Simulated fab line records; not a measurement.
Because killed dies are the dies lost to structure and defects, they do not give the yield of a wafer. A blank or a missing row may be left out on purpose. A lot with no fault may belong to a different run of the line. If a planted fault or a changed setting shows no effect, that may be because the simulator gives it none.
A lot that was struck, set against a sound lot ; flow sky130 ; 43 out of 708 route steps
Sound: the wafers L439.2, L439.3, L439.5. Struck: wafers L453.2, L453.5. (L453.1 of the same lot was not struck and is left out.) The cause comes at the end.
At each step with rows: each side's tool, then ch and its chambers, then its first start. Under that, the readings that differ: sound wafers ; struck wafers ; difference of the means ; sigmas: that difference in standard deviations of wafers without a fault.
alike: readings with means less than 2 such deviations apart, plus words and numbers identical on both sides. not compared: withheld readings, readings lacking a value on some wafer, bounds such as >300 that could conceal the same value, and numbers that have no deviation in the record and whose values overlap.
Wherever a step has rows on one side only, a row that says differs or no value, or a row with sigmas, the two part there. Non-overlapping numbers with no deviation appear without sigmas and do not part them. A reading missing from all wafers of one side parts the sides only when that side holds two or more wafers.

SKY_CAP2M_THK_MEAS_01:
  sound on film metro-01, day 39 23:32; struck on film metro-01, day 44 05:10
  alike: CAP2M_CVD_00_THK
SKY_CAP2M_SPUTTER_02: material TiN, target thk 200 nm, time 166.7 s.
  sound on pvd sputter-02, day 39 23:35; struck on pvd sputter-01, day 44 05:13
  alike: throttle valve pct
SKY_CAP2M_RS_MEAS_03: uses a four-point probe to measure.
  sound on film metro-02, day 39 23:43; struck on film metro-02, day 44 05:20
  alike: CAP2M_TIN_RS
SKY_CAP2M_THK_MEAS_04: measures by xrf.
  sound on film metro-02, day 39 23:49; struck on film metro-02, day 44 05:27
  alike: CAP2M_TIN_THK
then, 7 steps without rows for these wafers: SKY_CAP2M_DEHYDRATE_05 (time 60 s); SKY_CAP2M_HMDS_06 (prime time 60 s); SKY_CAP2M_COAT_07 (resist thk 1140 nm); SKY_CAP2M_SOFTBAKE_08 (time 60 s); SKY_CAP2M_EXPOSE_09 (exposes mask CAP2M, target cd 1000 nm); SKY_CAP2M_PEB_10; SKY_CAP2M_DEVELOP_11 (develop time 60 s).
SKY_CAP2M_OVL_MEAS_12:
  sound on overlay-01, day 41 00:10; struck on overlay-01, day 45 03:44
  alike: CAP2M_OVL
SKY_CAP2M_METAL_ETCH_13: etches TiN in Cl2/BCl3, stops on SiO2, target depth 220 nm, time 62.9 s.
  sound on rie metal-01 ch 0,1, day 41 00:12; struck on rie metal-04 ch 1, day 45 03:47
  alike: drypump motor current A, oes product au, throttle valve pct
  not compared: rf hours counter h
SKY_CAP2M_STRIP_14: strips in O2/N2.
  sound on plasma asher-02 ch 0,1, day 41 00:17; struck on plasma asher-01 ch 0, day 45 03:51
  alike: drypump motor current A, oes product au, strip time to endpoint s
  not compared: rf hours counter h
then, 11 steps without rows for these wafers: SKY_CAP2M_STRIP_15 (strips in post etch residue remover, time 1200 s); SKY_CAP2M_CLEAN_16 (cleans in IPA, time 180 s); SKY_CAP2M_CLEAN_17 (cleans in O3/DIW); SKY_METAL4_DEHYDRATE_05 (time 60 s); SKY_METAL4_HMDS_06 (prime time 60 s); SKY_METAL4_COAT_07 (resist thk 60 nm); SKY_METAL4_COAT_08 (resist thk 1140 nm); SKY_METAL4_SOFTBAKE_09 (time 90 s); SKY_METAL4_EXPOSE_10 (exposes mask MM4, target cd 300 nm); SKY_METAL4_PEB_11; SKY_METAL4_DEVELOP_12 (develop time 60 s).
SKY_METAL4_CD_MEAS_13: target cd 300 nm.
  sound on cd sem-02, day 42 00:25; struck on cd sem-01, day 46 01:44
reading;sound;struck;difference;sigmas
cd nm (nm);298.0 298.2 298.2;301.5 302.0;+3.6;+3
SKY_METAL4_OVL_MEAS_14:
  sound on overlay-01, day 42 00:31; struck on overlay-02, day 46 01:52
  alike: METAL4_OVL
SKY_METAL4_DESCUM_15: chemistry O2, time 8 s.
  sound on rie metal-02 ch 0,1, day 42 00:33; struck on rie metal-02 ch 0,1, day 46 01:54
  alike: drypump motor current A, oes product au, temp c
  not compared: rf hours counter h
SKY_METAL4_ETCH_16: etches BARC in N2/H2, stops on SiO2, time 88.2 s, target depth 60 nm.
  sound on rie metal-02 ch 0,1, day 42 00:35; struck on rie metal-02 ch 0,1, day 46 01:56
  alike: drypump motor current A, oes product au, throttle valve pct
  not compared: rf hours counter h
then, 7 steps without rows for these wafers: SKY_METAL4_ETCH_17 (etches SiO2 in C4F8/O2/Ar, stops on TiN, time 3.9 s, target depth 15 nm); SKY_METAL4_METAL_ETCH_18 (etches the open film in Cl2/BCl3, stops on SiO2, target depth 845 nm, time 183.1 s); SKY_METAL4_STRIP_19 (strips in O2/N2); SKY_METAL4_STRIP_20 (strips in post etch residue remover, time 1200 s); SKY_METAL4_CLEAN_21 (cleans in IPA, time 180 s); SKY_METAL4_CLEAN_22 (cleans in O3/DIW); SKY_VIA4_HDPCVD_00 (deposits SiO2, target thk 1750 nm, time 291.7 s).
SKY_VIA4_THK_MEAS_01:
  sound on film metro-01, day 42 01:40; struck on film metro-01, day 46 03:03
  alike: VIA4_HDPCVD_THK
SKY_VIA4_CMP_02: polishes SiO2.
  sound on cmp-02 ch 1,2,3, day 42 01:43; struck on cmp-01 ch 3, day 46 03:10
  alike: motor current A
SKY_VIA4_BOW_MEAS_03:
  sound on film metro-02, day 42 02:02; struck on film metro-01, day 46 03:25
  alike: VIA4_BOW
then, 3 steps without rows for these wafers: SKY_VIA4_DEHYDRATE_04 (time 60 s); SKY_VIA4_HMDS_05 (prime time 60 s); SKY_VIA4_COAT_06 (resist thk 1140 nm).
-- the record jumps here: 3 days lie between the struck wafers' starts before and after (it left off in module VIA4 and takes up again in module PAD_OPEN, whose first step shown is number 708 of the route) --
SKY_PAD_OPEN_PROBE_99:
  sound on prober-02, day 46 00:18; struck on prober-01, day 49 12:34
reading;sound;struck;difference;sigmas
defect limited yield (%);82.9 76.8 82.1;74.0 76.2;-5.5;-3
killed at other;0 0 0;35 35;+35;+62
killed dies;84 114 88;128 117;+27;+3
sort_bin_5_function (%);10.0 16.1 10.0;15.2 15.2;+3.2;+2
sort n pass;408 378 404;364 375;-27;-3
sort yield pct (%);82.9 76.8 82.1;74.0 76.2;-5.5;-3
model.etest.tester.sort n pass;408 378 404;364 375;-27;
model.etest.tester.sort yield pct (%);82.93 76.83 82.11;73.98 76.22;-5.52;
  alike: killed_at_M0_to_M3, killed_at_M4_up, killed at contacts, killed at front end, killed open, killed short, sort_bin_3_pad_short, sort_bin_6_memory
  not compared: model.etest.tester.sort_bin_5_pct, model.etest.tester.sort_bin_3_pct

WHERE THEY PART
Last at SKY_PAD_OPEN_PROBE_99 as far as this record goes, first at SKY_METAL4_CD_MEAS_13.

WHY: what had been put in by the simulator
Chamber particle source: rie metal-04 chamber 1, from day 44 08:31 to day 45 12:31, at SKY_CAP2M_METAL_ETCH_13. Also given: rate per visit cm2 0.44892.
